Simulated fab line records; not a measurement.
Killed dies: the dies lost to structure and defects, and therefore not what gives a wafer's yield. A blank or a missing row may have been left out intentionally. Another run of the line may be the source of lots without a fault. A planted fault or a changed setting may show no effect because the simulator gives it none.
Which tool was responsible?	flow gf180mcu	Sampling: 24 lots, 72 wafers, 3 of 602 route steps

## WHAT THE GAUGES READ, wafer by wafer
GF_M1_RS_MEAS_05: the measuring method here is four-point-probe. Usual: M1_ALCU_RS 0.0694 ohm/sq, standard deviation 0.00058.
lot	measured	on	M1_ALCU_RS (ohm/sq)	flag
L074	day 15 22:04	filmMetro-03	0.0699 0.0700 0.0697	
L075	day 16 01:17	filmMetro-02	0.0688 0.0690 0.0686	
L076	day 16 14:45	filmMetro-03	0.0696 0.0693 0.0695	
L077	day 17 03:10	filmMetro-03	0.0686 0.0689 0.0688	
L078	day 17 10:43	filmMetro-01	0.0699 0.0697 0.0696	
L079	day 17 17:29	filmMetro-02	0.0701 0.0706 0.0696	
L080	day 18 07:19	filmMetro-02	0.0694 0.0692 0.0692	
L081	day 18 13:37	filmMetro-01	0.0691 0.0696 0.0700	
L082	day 18 20:58	filmMetro-01	0.0689 0.0685 0.0692	
L083	day 19 04:34	filmMetro-03	0.0705 0.0701 0.0698	
L084	day 19 16:28	filmMetro-02	0.0700 0.0700 0.0704	
L085	day 19 21:18	filmMetro-02	0.0692 0.0693 0.0692	
L086	day 20 17:23	filmMetro-03	0.0697 0.0695 0.0690	
L087	day 20 23:21	filmMetro-03	0.0691 0.0686 0.0690	
L088	day 21 02:31	filmMetro-03	0.0701 0.0688 0.0694	
L089	day 21 23:11	filmMetro-02	0.0682 0.0693 0.0685	
L090	day 22 11:17	filmMetro-03	0.0686 0.0689 0.0690	
L091	day 22 15:31	filmMetro-02	0.0699 0.0692 0.0698	
L092	day 22 22:27	filmMetro-02	0.0696 0.0702 0.0699	
L093	day 23 08:34	filmMetro-03	0.0694 0.0683 0.0694	
L094	day 23 15:56	filmMetro-03	0.0699 0.0694 0.0703	
L095	day 23 23:02	filmMetro-02	0.0689 0.0690 0.0686	
L096	day 24 02:16	filmMetro-03	0.0704 0.0698 0.0702	
L097	day 24 12:52	filmMetro-03	0.0699 0.0697 0.0696	

GF_V3_THK_MEAS_03. Usual: V3_CVD_02_THK 852 nm, standard deviation 10.
lot	measured	on	V3_CVD_02_THK (nm)	flag
L074	day 21 02:36	filmMetro-04	862 861 865	
L075	day 21 05:01	filmMetro-04	852 847 868	
L076	day 21 20:29	filmMetro-04	840 843 865	
L077	day 22 07:40	filmMetro-01	834 841 857	
L078	day 22 17:50	filmMetro-01	843 845 862	
L079	day 23 00:26	filmMetro-02	842 852 860	
L080	day 23 13:34	filmMetro-04	834 852 851	
L081	day 23 21:21	filmMetro-01	841 859 842	
L082	day 24 02:06	filmMetro-04	850 864 846	
L083	day 24 10:20	filmMetro-01	861 859 861	
L084	day 24 21:56	filmMetro-01	856 859 858	
L085	day 25 00:17	filmMetro-04	852 849 847	
L086	day 25 19:31	filmMetro-01	864 865 868	
L087	day 26 01:01	filmMetro-02	845 865 855	
L088	day 26 04:38	filmMetro-04	832 859 857	
L089	day 26 22:40	filmMetro-01	848 860 865	
L090	day 27 07:59	filmMetro-04	854 867 867	
L091	day 27 11:55	filmMetro-02	845 851 860	
L092	day 27 17:19	filmMetro-02	835 837 852	
L093	day 28 02:41	filmMetro-02	841 853 861	
L094	day 28 08:35	filmMetro-01	859 861 856	
L095	day 28 15:25	filmMetro-04	843 859 858	
L096	day 28 18:33	filmMetro-01	848 862 859	
L097	day 29 04:56	filmMetro-01	850 860 859	

## WHICH TOOL RAN EACH LOT (tool, then ch and the chambers of the sampled wafers, then the start)
lot	GF_M1_SPUTTER_01
L074	pvdSputter-04, day 15 21:53
L075	pvdSputter-03, day 16 01:08
L076	pvdSputter-03, day 16 14:38
L077	pvdSputter-03, day 17 03:03
L078	pvdSputter-02, day 17 10:35
L079	pvdSputter-04, day 17 17:22
L080	pvdSputter-03, day 18 07:12
L081	pvdSputter-02, day 18 13:29
L082	pvdSputter-02, day 18 20:50
L083	pvdSputter-04, day 19 04:27
L084	pvdSputter-02, day 19 16:19
L085	pvdSputter-04, day 19 21:07
L086	pvdSputter-04, day 20 17:13
L087	pvdSputter-03, day 20 23:11
L088	pvdSputter-02, day 21 02:22
L089	pvdSputter-03, day 21 23:02
L090	pvdSputter-03, day 22 11:09
L091	pvdSputter-04, day 22 15:21
L092	pvdSputter-03, day 22 22:19
L093	pvdSputter-04, day 23 08:25
L094	pvdSputter-02, day 23 15:45
L095	pvdSputter-03, day 23 22:52
L096	pvdSputter-04, day 24 02:08
L097	pvdSputter-03, day 24 12:44
- GF_M1_SPUTTER_01: material TiN, target thk 30 nm, time 25 s.

## WHAT THE TOOLS THEMSELVES READ (means of the sampled wafers that have a number; where no wafer has one, the mark that the record gives instead)
GF_M1_SPUTTER_01. Usual: 29.7 % for throttleValvePct, sd 1.1.
lot	tool	throttleValvePct (%)	flag
L074	pvdSputter-04	29.0	
L075	pvdSputter-03	30.5	
L076	pvdSputter-03	28.6	
L077	pvdSputter-03	30.9	
L078	pvdSputter-02	29.5	
L079	pvdSputter-04	29.9	
L080	pvdSputter-03	28.9	
L081	pvdSputter-02	29.3	
L082	pvdSputter-02	29.0	
L083	pvdSputter-04	30.0	
L084	pvdSputter-02	29.5	
L085	pvdSputter-04	29.5	
L086	pvdSputter-04	29.6	
L087	pvdSputter-03	30.0	
L088	pvdSputter-02	29.2	
L089	pvdSputter-03	29.7	
L090	pvdSputter-03	31.1	
L091	pvdSputter-04	29.4	
L092	pvdSputter-03	31.8	
L093	pvdSputter-04	29.5	
L094	pvdSputter-02	29.3	
L095	pvdSputter-03	31.2	
L096	pvdSputter-04	30.1	
L097	pvdSputter-03	31.6	

## THE ANSWER, worked out from the rows above alone
Rule: a lot is off if the mean of its wafers that have a number lies more than 3 standard deviations from the usual mean. A lot without any number at a reading at which 4 lots or more have one is off too. Where the step has rows for the other lots, those lots are counted as sound. First the gauges in route order, then the tools' own readings, where a lot's mean is used as printed above. The first step at which some lot is off is used, and at that step the reading that is off furthest; a lot without a number counts as furthest.
Nothing can be told from this: no lot is off at any reading shown.

## WHAT THE SIMULATOR PUT IN
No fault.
